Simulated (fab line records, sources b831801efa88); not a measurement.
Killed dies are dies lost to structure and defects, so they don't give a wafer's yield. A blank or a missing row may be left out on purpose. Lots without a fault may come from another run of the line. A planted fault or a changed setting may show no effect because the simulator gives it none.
fab line records | flow sky130
record lots=5 wafers=15 last_day=50
route steps=708 shown FIELD_ISO@8 NWELL@32 DNWELL@35 PWDE@45 PAD_OPEN@708
lots that met no fault: from a run of the same line without faults
start_h: hours from the record's first day to the start of the lot's first wafer shown | wait_h: hours since the lot's step before | " the same as in the row above | L1.1+2: a row that stands for several wafers | - no value, or no start given | * or withheld: withheld | < > ~ a bound
route shown NAME@n: a module of which the file shows steps, and the number in the route of the first | usual: mean/standard deviation of fault-free wafers | same: alike in all rows | chamber/n: place in a boat | sites: the reading at each site | _std_site: their standard deviation | _edge_site: outer sites' mean less inner sites' | radius_mm: how far each site lies from the wafer's centre | mask NAME#n: copy n | behind: the tool/chamber that last shaped the wafer | hold: why the lot was held/for how many hours/how that ended | device: the transistor (n, p or np) that didn't switch | end of line: the same wafers' tests at the end of the route | a step without rows: its recipe alone | killed: dies lost to structure and defects at the first sort, not the wafer's yield | map: a wafer's dies, x killed, . not, _ none there
set.NAME: the setting as run; set.NAME@STEP: as run at that earlier step | model.NAME: the simulator's own value behind a step, which no gauge read
lots at some steps of the route; a table a step, a row a wafer
## steps
# step SKY_FIELD_ISO_COAT_07
# recipe resist=BARC temp_c=withheld time_s=withheld spin_rpm=3000 resist_thk_nm=60
# step SKY_FIELD_ISO_COAT_08
# recipe resist=KrF-thick spin_rpm=3000 resist_thk_nm=450
# step SKY_FIELD_ISO_SOFTBAKE_09
# recipe temp_c=100 time_s=90 resist=KrF-thick
# step SKY_FIELD_ISO_EXPOSE_10
# recipe mask_id=FOM na=0.68 source_shape=annular sigma_inner=0.4 sigma_outer=0.8 target_cd_nm=150 dose_mj=28
# step SKY_FIELD_ISO_PEB_11
# recipe peb_temp_c=withheld peb_time_s=withheld resist=KrF-thick
# step SKY_FIELD_ISO_DEVELOP_12
# recipe develop_time_s=60 resist=KrF-thick dev_temp_c=21
# step SKY_FIELD_ISO_ETCH_14
# recipe chemistry=N2/H2 target=BARC ion_energy_ev=200 source_w=500 bias_w=100 pressure_mtorr=30 n2_flow_sccm=100 h2_flow_sccm=200 stop_on=SiO2 time_s=45.9 target_depth_a=600
# step SKY_FIELD_ISO_ETCH_15
# recipe chemistry=CHF3/O2 target_depth_nm=180 stop_on=Si source_w=600 bias_w=200 pressure_mtorr=40 chf3_flow_sccm=50 O2_flow_sccm=5 time_s=72
# step SKY_FIELD_ISO_STRIP_16
# recipe chemistry=O2/N2 power_w=1400 pressure_mtorr=1500 platen_temp_c=withheld o2_flow_sccm=3000 n2_flow_sccm=300 overash_fraction=0.5
# step SKY_FIELD_ISO_ETCH_17
# recipe target_depth_a=3420 mask_material=Si3N4 chemistry=HBr/Cl2/O2 target=Si taper_deg=5 icp_w=600 bias_w=150 pressure_mtorr=15 HBr_flow_sccm=150 Cl2_flow_sccm=40 O2_flow_sccm=6 time_s=97.7
# step SKY_FIELD_ISO_WET_ETCH_18
# recipe chemistry=H3PO4 target_depth_nm=25 temp_c=160 target=Si3N4 time_s=286
# step SKY_FIELD_ISO_CLEAN_19
# recipe chemistry=SC1/SC2 mix=1:4:20 temp_c=70 time_s=150
# usual bath_guard_temp_C=70.1/0.35
# columns lot.wafer tool chamber start_h wait_h bath_guard_temp_C
L737.2 wet_bench-03 1 45.20 0.0 70.5
L737.4 " 1 " " 70.6
L737.5 " 1 " " 70.0
L745.2 wet_bench-03 3 87.95 0.0 70.5
L745.4 " 3 " " 70.4
L745.5 " 3 " " 70.6
L747.3 wet_bench-03 1 96.52 0.0 69.8
L747.5 " 1 " " 70.5
L747.6 " 1 " " 70.3
L749.1 wet_bench-03 0 107.47 0.0 70.2
L749.4 " 0 " " 70.2
L749.5 " 0 " " 70.4
L757.3 wet_bench-04 0 150.00 0.0 70.2
L757.5 " 0 " " 69.9
L757.6 " 0 " " 69.9
# step SKY_FIELD_ISO_CLEAN_20
# recipe chemistry=dHF time_s=20 dilution=100:1
# step SKY_FIELD_ISO_WET_ETCH_21
# recipe chemistry=dHF dilution=100:1 target_depth_nm=20 dry=ipa_marangoni target=SiO2 temp_c=25 time_s=400
# step SKY_FIELD_ISO_OXIDATION_22
# recipe temp_c=950 ambient=O2 stabilise_s=600 purge_s=300 target_thk_a=100 ox_time_s=623
# step SKY_FIELD_ISO_CVD_24
# recipe material=SiO2 target_thk_nm=595 temp_c=650 sigma_open_frac=0.3 time_s=99.2 sih4_flow_sccm=60 pressure_mtorr=6
# step SKY_FIELD_ISO_ANNEAL_26
# recipe temp_c=1000 time_s=1800 ambient=N2
# step SKY_FIELD_ISO_CMP_27
# recipe stop_on=Si3N4 t_overpolish_s=16 down_force_psi=4 platen_rpm=60 target_thk_nm=457.8 pad_velocity_m_s=0.94248
# step SKY_FIELD_ISO_WET_ETCH_28
# recipe chemistry=dHF target_depth_nm=23.7 target=SiO2 dilution=10:1 temp_c=25 time_s=47
# step SKY_FIELD_ISO_WET_ETCH_29
# recipe chemistry=H3PO4 target_depth_nm=160 target=Si3N4 temp_c=160 time_s=1825
# step SKY_FIELD_ISO_WET_ETCH_30
# recipe chemistry=dHF target_depth_nm=25 target=SiO2 dilution=10:1 temp_c=25 time_s=50
# step SKY_NWELL_CLEAN_00
# recipe chemistry=SC1/SC2 mix=1:4:20 temp_c=70 time_s=150 dry=n2_spin
# step SKY_NWELL_OXIDATION_01
# recipe temp_c=900 ambient=O2 stabilise_s=600 purge_s=300 target_thk_a=100 ox_time_s=1418
# step SKY_DNWELL_DEHYDRATE_00
# recipe temp_c=200 time_s=60
# step SKY_DNWELL_HMDS_01
# recipe prime_time_s=60 prime_temp_c=120
# step SKY_DNWELL_COAT_02
# recipe spin_rpm=2000 resist_thk_nm=3000
# step SKY_DNWELL_SOFTBAKE_03
# recipe temp_c=110 time_s=withheld
# step SKY_DNWELL_EXPOSE_04
# recipe mask_id=DNM na=0.57 target_cd_nm=3000 dose_mj=222
# step SKY_DNWELL_PEB_05
# recipe temp_c=115 time_s=withheld
# step SKY_DNWELL_DEVELOP_06
# recipe wall_angle_deg=90 developer=TMAH develop_time_s=60 dev_temp_c=23
# step SKY_DNWELL_IMPLANT_07
# recipe species=P energy_kev=withheld dose_cm2=withheld tilt_deg=withheld
# step SKY_DNWELL_STRIP_08
# recipe chemistry=O2/N2 power_w=1400 pressure_mtorr=1500 platen_temp_c=withheld o2_flow_sccm=3000 n2_flow_sccm=300 overash_fraction=0.5
# step SKY_PWDE_DEHYDRATE_00
# recipe temp_c=200 time_s=60
# step SKY_PWDE_HMDS_01
# recipe prime_time_s=60 prime_temp_c=120
# step SKY_PWDE_COAT_02
# recipe spin_rpm=2000 resist_thk_nm=3000
# step SKY_PWDE_SOFTBAKE_03
# recipe temp_c=110 time_s=withheld
# step SKY_PWDE_EXPOSE_04
# recipe mask_id=PWDEM na=0.6 source_shape=conventional sigma_outer=0.6 polarization=unpolarized target_cd_nm=840 dose_mj=214
# step SKY_PAD_OPEN_PROBE_99
# usual killed_at_M0_to_M3=44/7.2 killed_at_M4_up=3.4/2.1 killed_at_contacts=24/5.5 killed_at_front_end=15/4.6 killed_at_other=0.4/0.64 killed_dies=86/9.1 killed_open=47/7.5 killed_short=39/5.8
# same gross_dies=492 killed_at_back_side=0
# columns lot.wafer tool chamber start_h wait_h hold killed_at_M0_to_M3 killed_at_M4_up killed_at_contacts killed_at_front_end killed_at_other killed_dies killed_open killed_short
L737.2 prober-01 - 1101.06 0.1 - 41 3 38 10 0 92 57 35
L737.4 prober-01 - 1101.16 0.2 - 40 1 26 8 0 75 52 23
L737.5 prober-01 - 1101.21 0.2 - 35 5 32 12 0 84 49 35
L745.2 prober-02 - 1144.27 0.1 await_dispo/2.7h/release 42 0 15 49 0 106 36 33
L745.4 prober-02 - 1144.37 0.2 await_dispo/2.7h/release 36 0 21 47 1 105 42 28
L745.5 prober-02 - 1144.42 0.2 await_dispo/2.7h/release 48 1 24 49 1 123 44 41
L747.3 prober-01 - 1148.61 0.2 await_dispo/2.2h/release 43 4 24 64 1 136 52 31
L747.5 prober-01 - 1148.71 0.2 await_dispo/2.2h/release 41 1 28 69 2 141 43 44
L747.6 prober-01 - 1148.76 0.2 await_dispo/2.2h/release 37 1 25 65 1 129 45 28
L749.1 prober-01 - 1155.61 0.1 await_dispo/3.8h/release 38 1 16 72 0 127 34 39
L749.4 prober-01 - 1155.76 0.2 await_dispo/3.8h/release 39 11 18 73 0 141 48 41
L749.5 prober-01 - 1155.81 0.2 await_dispo/3.8h/release 50 6 28 78 0 162 64 36
L757.3 prober-01 - 1205.57 0.2 - 61 2 16 17 0 96 51 44
L757.5 prober-01 - 1205.67 0.2 - 48 4 18 21 0 91 62 29
L757.6 prober-01 - 1205.72 0.2 - 45 4 39 14 0 102 56 46
# killed by level:class
L737.2 LI_CONTACT:geometric_particle:open=18 CONTACT:geometric_particle:open=9 VIA2:geometric_particle:open=9 METAL2:geometric_particle:short=8 VIA1:geometric_particle:open=7 LOCAL_INTERCONNECT:geometric_particle:short=5 VIA1:geometric_particle:short=5 CONTACT:geometric_particle:short=4
L737.4 VIA1:geometric_particle:open=11 LI_CONTACT:geometric_particle:open=8 VIA2:geometric_particle:open=8 CONTACT:geometric_particle:open=7 VIA3:geometric_particle:open=7 VIA1:geometric_particle:short=4 LOCAL_INTERCONNECT:geometric_particle:short=4 CONTACT:geometric_particle:short=3
L737.5 CONTACT:geometric_particle:open=12 VIA1:geometric_particle:open=11 LI_CONTACT:geometric_particle:open=10 VIA3:geometric_particle:open=6 METAL4:geometric_particle:short=5 LI_CONTACT:geometric_particle:short=4 METAL2:geometric_particle:short=4 METAL1:geometric_particle:short=4
L745.2 FIELD_ISO:unspecified=37 VIA2:geometric_particle:open=9 METAL1:geometric_particle:short=7 VIA1:geometric_particle:open=6 LI_CONTACT:geometric_particle:open=5 LOCAL_INTERCONNECT:geometric_particle:short=5 METAL3:geometric_particle:short=5 POLY_GATE:geometric_particle:short=4
L745.4 FIELD_ISO:unspecified=35 VIA1:geometric_particle:open=11 LI_CONTACT:geometric_particle:open=8 FIELD_ISO:geometric_particle:open=5 CONTACT:geometric_particle:open=5 VIA3:geometric_particle:open=5 VIA3:geometric_particle:short=5 VIA1:geometric_particle:short=4
L745.5 FIELD_ISO:unspecified=38 VIA1:geometric_particle:open=15 CONTACT:geometric_particle:open=10 VIA1:geometric_particle:short=8 METAL1:geometric_particle:short=7 LI_CONTACT:geometric_particle:open=6 METAL2:geometric_particle:short=6 LOCAL_INTERCONNECT:geometric_particle:short=5
L747.3 FIELD_ISO:unspecified=51 VIA2:geometric_particle:open=9 VIA3:geometric_particle:open=8 CONTACT:geometric_particle:open=8 LI_CONTACT:geometric_particle:open=7 VIA1:geometric_particle:open=6 VIA1:geometric_particle:short=5 FIELD_ISO:geometric_particle:open=4
L747.5 FIELD_ISO:unspecified=54 CONTACT:geometric_particle:open=11 METAL1:geometric_particle:short=8 VIA1:geometric_particle:open=8 LI_CONTACT:geometric_particle:open=7 FIELD_ISO:geometric_particle:short=5 VIA3:geometric_particle:open=5 CONTACT:geometric_particle:short=4
L747.6 FIELD_ISO:unspecified=55 VIA1:geometric_particle:open=14 LI_CONTACT:geometric_particle:open=7 VIA2:geometric_particle:open=6 CONTACT:geometric_particle:short=5 CONTACT:geometric_particle:open=5 VIA1:geometric_particle:short=5 LI_CONTACT:geometric_particle:short=4
L749.1 FIELD_ISO:unspecified=54 VIA3:geometric_particle:open=9 POLY_GATE:geometric_particle:open=6 CONTACT:geometric_particle:short=6 VIA1:geometric_particle:open=6 METAL1:geometric_particle:short=5 METAL2:geometric_particle:short=5 POLY_GATE:geometric_particle:short=4
L749.4 FIELD_ISO:unspecified=52 VIA1:geometric_particle:open=11 METAL4:geometric_particle:short=7 METAL3:geometric_particle:short=6 FIELD_ISO:geometric_particle:open=6 FIELD_ISO:geometric_particle:short=6 VIA2:geometric_particle:open=6 METAL1:geometric_particle:short=5
L749.5 FIELD_ISO:unspecified=62 LI_CONTACT:geometric_particle:open=13 VIA1:geometric_particle:open=12 VIA3:geometric_particle:open=7 CONTACT:geometric_particle:open=6 METAL1:geometric_particle:short=6 FIELD_ISO:geometric_particle:open=5 CONTACT:geometric_particle:short=5
L757.3 VIA1:geometric_particle:open=16 METAL1:geometric_particle:short=10 CONTACT:geometric_particle:open=7 VIA3:geometric_particle:open=7 VIA2:geometric_particle:open=6 VIA1:geometric_particle:short=5 FIELD_ISO:geometric_particle:open=4 POLY_GATE:geometric_particle:open=4
L757.5 VIA2:geometric_particle:open=12 VIA1:geometric_particle:open=9 FIELD_ISO:geometric_particle:open=8 LI_CONTACT:geometric_particle:open=7 CONTACT:geometric_particle:open=6 VIA3:geometric_particle:open=5 METAL1:geometric_particle:short=5 POLY_GATE:geometric_particle:open=4
L757.6 CONTACT:geometric_particle:open=13 VIA3:geometric_particle:open=9 CONTACT:geometric_particle:short=8 VIA1:geometric_particle:open=8 METAL1:geometric_particle:short=8 VIA2:geometric_particle:open=7 FIELD_ISO:geometric_particle:open=6 LOCAL_INTERCONNECT:geometric_particle:short=6
# map L745.5 (x killed, . not)
__________xxxxxxxx.._________
________xxxxxxxxx.x.xx_______
______.xxxxxxxxxxx..xxx._____
_____...xx.xxxxxxx.x.....____
____.x.x...xx.x........x..___
___.x.x....x........x......__
__...........x..xx...xx....x_
_xxx.x..x.....x..........xxx.
_....x.x.x.xx.....x...x...x..
_x..x......x.x....x..........
_x....x...................x..
_x...xx................x..x..
_xx......x..........x.x......
_..............x.x...........
_.....xx......x.x.x........xx
__......x...x.......x......x_
___x.x.............xx......__
____.................x....___
_____......xx............____
______x...xx...........x_____
________.x....x.xx...._______
__________.........._________
# map L747.5 (x killed, . not)
__________..xx.....x_________
________x.......x.xx.._______
______....x...x....x...._____
_____x.x.................____
____..x..x...xx...x...x...___
___x......x.x..x...x.......__
__..........x...x.x........x_
_x...xx.x.............x..x...
_.xx.x...x.............xx.x.x
_...........x..x...x.xx.xxxx.
_............x......xxxxxxxxx
_....x..........x...xxxxxxxxx
_..x.....x.x.........xxxxxxxx
_x.x....x..........x.xxxxxxxx
_x.......x...x......x.xxxxxxx
__.......xx......x..x.xxxxx._
___x.x.....x........x....xx__
____.....xx....x.xx....x..___
_____..x........x..x.x...____
______.....xx......x.xx._____
________..x..x....x..._______
__________.....xxx.._________
## key
first_sign step=SKY_PAD_OPEN_PROBE_99 reading=killed_at_front_end direction=up sigmas=10 usual=15 struck=63
effect step=SKY_PAD_OPEN_PROBE_99 reading=killed_dies direction=up sigmas=4.8 usual=86 struck=130
met_at SKY_FIELD_ISO_CLEAN_19
struck_wafers L745.2,L745.4,L745.5,L747.3,L747.5,L747.6,L749.1,L749.4,L749.5
tester_left_out L745,L747,L749
onset_between 45.20 87.95
fault kind=chamber_particle_source tool=wet_bench-03 chamber=- onset_h=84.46 steps=SKY_FIELD_ISO_CLEAN_19 rate_per_visit_cm2=1.0277 end_h=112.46
# tester_left_out: of these lots the tester's yield and bins aren't shown, on N5 and GAA mostly nor the transistor test; their killed dies are dies lost to structure and defects alone, not to doping, threshold or leakage, so they don't give the yield
